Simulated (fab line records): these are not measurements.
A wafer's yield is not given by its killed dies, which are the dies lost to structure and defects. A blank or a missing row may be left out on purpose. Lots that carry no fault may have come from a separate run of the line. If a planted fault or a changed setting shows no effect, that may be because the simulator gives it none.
The same fault as seen by 2 desks -- flow gf180mcu -- numbers are kept per desk, each desk with only its own; the story behind them comes last

== METROLOGY DESK ==
Lot by lot, what the gauges showed, no matter which tool ran the lot: averages of those sampled wafers that carry a number. Marked OUT: a lot whose mean sits more than 4 standard deviations from the usual mean, which makes it out of limits; the brackets give that distance.
Columns: A = V3_BOW at GF_V3_BOW_MEAS_05, usual 118 um
lot,first seen here,A
L704,day 21 12:50,115
L705,day 21 16:01,126
L707,day 22 14:35,117
L708,day 22 18:46,117
L710,day 23 13:52,114
L712,day 24 07:25,95
L715,day 25 14:30,106
L717,day 25 23:02,123
L721,day 27 10:37,115
L722,day 27 13:49,110
L723,day 27 17:23,126
L724,day 28 02:51,118
L726,day 28 13:19,122
L727,day 28 22:58,127
Finding of this desk: none of the 14 lots has anything out of limits.

== FOR THE TOOL OWNER'S DESK: rie_diel-03 ==
The tool's own readings at GF_M5_ETCH_09 (etches Si3N4 in CF4/O2, target depth 52 nm, time 11.6 s): means of the sampled wafers that have a number, for each lot that ran on this tool. Marked OUT: a lot whose mean sits more than 4 standard deviations from the usual mean, which makes it out of limits; the brackets give that distance.
Columns: A = drypump_motor_current_A at GF_M5_ETCH_09, usual 5.97 A; B = oes_product_au at GF_M5_ETCH_09, usual 1.001 a.u.; C = rf_fwd_power_W at GF_M5_ETCH_09, usual 788 W; D = throttle_valve_pct at GF_M5_ETCH_09, usual 5.972 %
lot,first seen here,A,B,C,D
L708,day 27 10:22,6.09,1.005,782,5.969
L712,day 28 19:49,5.95,1.005,788,5.976
L715,day 29 23:47,6.02,1.068 (+7.1) OUT,912 (+28) OUT,6.017 (+4.5) OUT
L717,day 30 06:34,6.08,1.017,829 (+9.2) OUT,5.975
This desk's verdict: out of limits on L715, L717, starting with L715 at day 29 23:47 (oes_product_au at GF_M5_ETCH_09). Within limits: L708, L712.

== TAKEN TOGETHER ==
At day 29 23:47, on L715, L717, the tool owner's desk was in a position to raise an alarm.
The metrology desk saw nothing out of limits.
The metrology desk holds a record of L715, L717, inside its limits.
All the named lots went through GF_M5_ETCH_09 on rie_diel-03.

== WHAT THE SIMULATOR PUT IN ==
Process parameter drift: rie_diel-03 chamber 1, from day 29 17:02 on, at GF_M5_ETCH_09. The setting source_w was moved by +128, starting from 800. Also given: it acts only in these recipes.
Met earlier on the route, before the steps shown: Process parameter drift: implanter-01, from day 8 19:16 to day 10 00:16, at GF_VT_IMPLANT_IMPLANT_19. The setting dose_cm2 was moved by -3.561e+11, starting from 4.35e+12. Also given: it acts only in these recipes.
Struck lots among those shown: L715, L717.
Delay in hours, fault start to first out-of-limits reading, by desk: the tool owner's desk at 7.
